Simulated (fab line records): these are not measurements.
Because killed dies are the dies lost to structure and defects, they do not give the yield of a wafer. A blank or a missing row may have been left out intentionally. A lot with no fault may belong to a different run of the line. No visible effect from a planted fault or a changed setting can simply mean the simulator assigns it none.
Which tool was responsible?    flow sky130    39 wafers from 13 lots sampled at 5 of the route's 708 steps

== WHAT EACH GAUGE READ, for each wafer ==
SKY_PWDE_OVL_MEAS_07.
lot   measured     on          PWDE_OVL (nm)
L235  day 4 00:58  overlay-01  1.6 0.5 1.9
L237  day 4 14:14  overlay-01  2.0 2.2 -0.4
L240  day 5 11:46  overlay-01  -2.4 -1.7 -1.9
L242  day 5 17:28  overlay-02  3.7 2.6 3.3
L243  day 5 23:14  overlay-01  2.5 0.5 0.9
L245  day 6 08:25  overlay-01  -0.2 0.6 0.6
L250  day 7 16:16  overlay-02  1.0 0.0 -0.6
L251  day 7 19:35  overlay-01  -0.5 0.0 1.4
L252  day 7 23:08  overlay-01  0.5 -0.6 1.2
L253  day 8 07:55  overlay-01  0.7 1.1 0.5
L254  day 8 13:34  overlay-02  2.2 1.8 1.4
L255  day 8 17:17  overlay-01  0.6 -0.6 0.1
L256  day 9 02:23  overlay-01  3.6 3.0 2.4

SKY_VT_ADJUST_LVTN_TW_MEAS_10.
lot   measured      on            VT_ADJUST_LVTN_TW
L235  day 7 04:14   filmMetro-01  242.0 239.6 241.0
L237  day 7 19:01   filmMetro-02  241.4 241.7 241.9
L240  day 8 19:49   filmMetro-02  242.7 241.2 242.6
L242  day 9 04:18   filmMetro-04  237.5 237.6 238.5
L243  day 9 09:29   filmMetro-02  243.1 243.2 242.7
L245  day 9 20:49   filmMetro-01  240.2 238.6 239.1
L250  day 11 07:53  filmMetro-02  241.2 241.3 241.8
L251  day 11 11:52  filmMetro-01  242.6 243.1 241.4
L252  day 11 16:10  filmMetro-04  238.4 238.4 238.3
L253  day 12 03:01  filmMetro-02  241.5 240.6 242.0
L254  day 12 07:31  filmMetro-02  241.6 240.9 241.5
L255  day 12 13:17  filmMetro-04  238.3 238.8 239.2
L256  day 12 22:04  filmMetro-01  242.3 242.8 240.7

SKY_SONOS_TUNNEL_CD_MEAS_07: target cd 410 nm.
lot   measured      on        cdNm (nm)
L235  day 11 15:01  cdSem-02  411.9 409.7 410.8
L237  day 12 08:27  cdSem-02  411.2 410.8 410.0
L240  day 13 15:42  cdSem-02  408.8 410.7 409.4
L242  day 14 01:13  cdSem-01  409.3 408.5 409.0
L243  day 14 08:58  cdSem-02  410.2 407.2 407.4
L245  day 14 22:19  cdSem-02  410.0 408.8 410.0
L250  day 16 17:00  cdSem-01  408.4 411.4 410.3
L251  day 16 20:42  cdSem-02  407.0 407.9 409.8
L252  day 17 04:05  cdSem-02  410.1 409.4 411.4
L253  day 17 15:22  cdSem-01  411.9 412.8 411.9
L254  day 17 22:06  cdSem-02  412.0 411.9 409.8
L255  day 18 04:44  cdSem-02  408.4 409.8 409.8
L256  day 18 15:32  cdSem-01  406.1 406.6 406.2

SKY_GATE_OXIDE_TW_MEAS_14.
lot   measured      on            GATE_OXIDE_TW
L235  day 14 02:54  filmMetro-02  224.9 224.5 224.5
L237  day 14 20:06  filmMetro-02  224.4 223.8 224.0
L240  day 16 05:35  filmMetro-02  223.5 225.4 224.6
L242  day 16 17:04  filmMetro-04  221.4 221.9 220.5
L243  day 17 01:01  filmMetro-02  228.6 228.9 228.9
L245  day 17 15:54  filmMetro-02  229.9 229.5 230.0
L250  day 19 14:02  filmMetro-04  220.8 219.7 220.5
L251  day 19 16:50  filmMetro-04  223.1 221.1 221.4
L252  day 19 23:49  filmMetro-04  220.5 221.0 220.3
L253  day 20 13:03  filmMetro-04  222.6 221.9 222.0
L254  day 20 21:02  filmMetro-04  222.8 221.4 222.6
L255  day 21 04:13  filmMetro-03  222.9 224.5 223.5
L256  day 21 11:54  filmMetro-02  224.3 224.3 223.7

== WHAT TOOL EACH LOT RAN ON (gives the tool, then ch and the chambers of the sampled wafers, and finally the start) ==
lot   SKY_GATE_OXIDE_IMPLANT_11
L235  implanter-01 ch 0, day 14 02:34
L237  implanter-03 ch 0, day 14 19:44
L240  implanter-02 ch 0, day 16 05:14
L242  implanter-01 ch 0, day 16 16:43
L243  implanter-01 ch 0, day 17 00:40
L245  implanter-01 ch 0, day 17 15:32
L250  implanter-03 ch 0, day 19 13:43
L251  implanter-03 ch 0, day 19 16:29
L252  implanter-01 ch 0, day 19 23:29
L253  implanter-03 ch 0, day 20 12:41
L254  implanter-02 ch 0, day 20 20:41
L255  implanter-01 ch 0, day 21 03:53
L256  implanter-03 ch 0, day 21 11:32
- SKY_GATE_OXIDE_IMPLANT_11

== WHAT THE TOOLS THEMSELVES READ (means of the sampled wafers that have a number; where no wafer has one, the mark that the record gives instead) ==
SKY_GATE_OXIDE_IMPLANT_11.
lot   tool          doseIonsCm2  faradayCurrentUA
L235  implanter-01  2.6016e+12   14.61
L237  implanter-03  2.5986e+12   14.54
L240  implanter-02  2.5999e+12   14.82
L242  implanter-01  2.5964e+12   14.82
L243  implanter-01  2.8293e+12   16.29
L245  implanter-01  2.8299e+12   15.98
L250  implanter-03  2.5996e+12   15.00
L251  implanter-03  2.6024e+12   14.56
L252  implanter-01  2.5974e+12   14.50
L253  implanter-03  2.5976e+12   14.98
L254  implanter-02  2.5967e+12   14.78
L255  implanter-01  2.6012e+12   14.94
L256  implanter-03  2.5941e+12   14.56

== THE ANSWER, worked out from the rows above alone ==
Rule: usual is defined by the lots themselves. The widest of any qualifying gaps counts: lots, ordered by their means at a reading, are off when they make up no more than a third of the lots, leave a main group of 4 or more, and stand apart from it by 3 or more times the standard deviation of that group's means. A main group is skipped when, at the precision printed for the reading in the tables above, its means are all equal. A lot without any number at a reading at which 4 lots or more have one is off too. The other lots that the step has rows for count as sound. First the gauges in route order, then the tools' own readings, where a lot's mean is used as printed above. The first step at which some lot is off is used, and at that step the reading that is off furthest; a lot without a number counts as furthest.
Off: L243, L245, at SKY_GATE_OXIDE_IMPLANT_11 (doseIonsCm2). Main group: mean 2.5987e+12, sd 2.4e+09.
If a tool, at that step or one of the process steps before it, ran each lot that is off and ran no sound lot following the first of them, it fits. No candidate that was tried fits.

== WHAT THE SIMULATOR HAD INSERTED ==
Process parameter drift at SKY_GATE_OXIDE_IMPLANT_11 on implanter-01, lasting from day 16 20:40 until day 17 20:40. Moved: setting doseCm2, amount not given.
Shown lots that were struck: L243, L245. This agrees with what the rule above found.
